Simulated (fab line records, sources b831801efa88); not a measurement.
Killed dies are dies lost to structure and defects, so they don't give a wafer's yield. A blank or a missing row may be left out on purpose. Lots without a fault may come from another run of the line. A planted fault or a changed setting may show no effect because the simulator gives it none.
Which tool did it? | flow sky130 | 14 lots, 42 wafers sampled, at 2 steps of a route of 708

WHAT THE GAUGES READ, wafer by wafer
SKY_VT_ADJUST_HVTR_CD_MEAS_07: target cd 380 nm. Usual: cd_nm 379.4 nm, standard deviation 2.4.
lot  | measured     | on        | cd_nm (nm)        | flag
L278 | day 9 13:08  | cd_sem-01 | 378.5 379.5 380.9 |
L279 | day 9 19:28  | cd_sem-02 | 377.4 377.5 379.2 |
L280 | day 10 00:43 | cd_sem-01 | 380.5 380.7 379.9 |
L281 | day 10 06:08 | cd_sem-02 | 381.3 382.9 385.1 |
L283 | day 10 22:10 | cd_sem-02 | 381.5 377.9 378.5 |
L284 | day 11 08:55 | cd_sem-02 | 380.8 380.2 379.0 |
L285 | day 11 13:51 | cd_sem-02 | 382.8 384.7 382.4 |
L286 | day 11 19:26 | cd_sem-02 | 381.1 381.0 379.4 |
L288 | day 12 14:04 | cd_sem-02 | 379.5 382.2 382.8 |
L289 | day 12 20:55 | cd_sem-01 | 377.8 376.4 390.2 |
L290 | day 13 03:46 | cd_sem-02 | 376.3 388.9 375.9 |
L292 | day 13 19:01 | cd_sem-02 | 378.4 379.1 380.2 |
L299 | day 15 19:25 | cd_sem-02 | 383.3 378.1 378.2 |
L300 | day 16 05:25 | cd_sem-01 | 380.4 378.7 378.1 |

WHICH TOOL RAN EACH LOT (tool, then ch and the chambers of the sampled wafers, then the start)
lot  | SKY_VT_ADJUST_HVTR_DEVELOP_06
L278 | litho_track-01 ch 0, day 9 12:59
L279 | litho_track-04 ch 0, day 9 19:20
L280 | litho_track-02 ch 0, day 10 00:34
L281 | litho_track-01 ch 0, day 10 05:59
L283 | litho_track-01 ch 0, day 10 22:01
L284 | litho_track-04 ch 0, day 11 08:46
L285 | litho_track-02 ch 0, day 11 13:43
L286 | litho_track-01 ch 0, day 11 19:17
L288 | litho_track-01 ch 0, day 12 13:55
L289 | litho_track-01 ch 0, day 12 20:46
L290 | litho_track-01 ch 0, day 13 03:37
L292 | litho_track-04 ch 0, day 13 18:52
L299 | litho_track-02 ch 0, day 15 19:16
L300 | litho_track-04 ch 0, day 16 05:16
- SKY_VT_ADJUST_HVTR_DEVELOP_06: develop time 60 s.

WHAT THE TOOLS THEMSELVES READ (means of the sampled wafers that have a number; where no wafer has one, the mark that the record gives instead)
The record holds no such reading with a usual standard deviation.

THE ANSWER, worked out from the rows above alone
Rule: a lot is off if the mean of its wafers that have a number lies more than 3 standard deviations from the usual mean. A lot without any number at a reading at which 4 lots or more have one is off too. The other lots that the step has rows for count as sound. The gauges are gone through in route order, then the tools' own readings, and for those a lot's mean is taken as printed above. The first step at which some lot is off is used, and at that step the reading that is off furthest; a lot without a number counts as furthest.
No lot is off at any reading shown: from this, nothing can be told.

WHAT THE SIMULATOR HAD PUT IN
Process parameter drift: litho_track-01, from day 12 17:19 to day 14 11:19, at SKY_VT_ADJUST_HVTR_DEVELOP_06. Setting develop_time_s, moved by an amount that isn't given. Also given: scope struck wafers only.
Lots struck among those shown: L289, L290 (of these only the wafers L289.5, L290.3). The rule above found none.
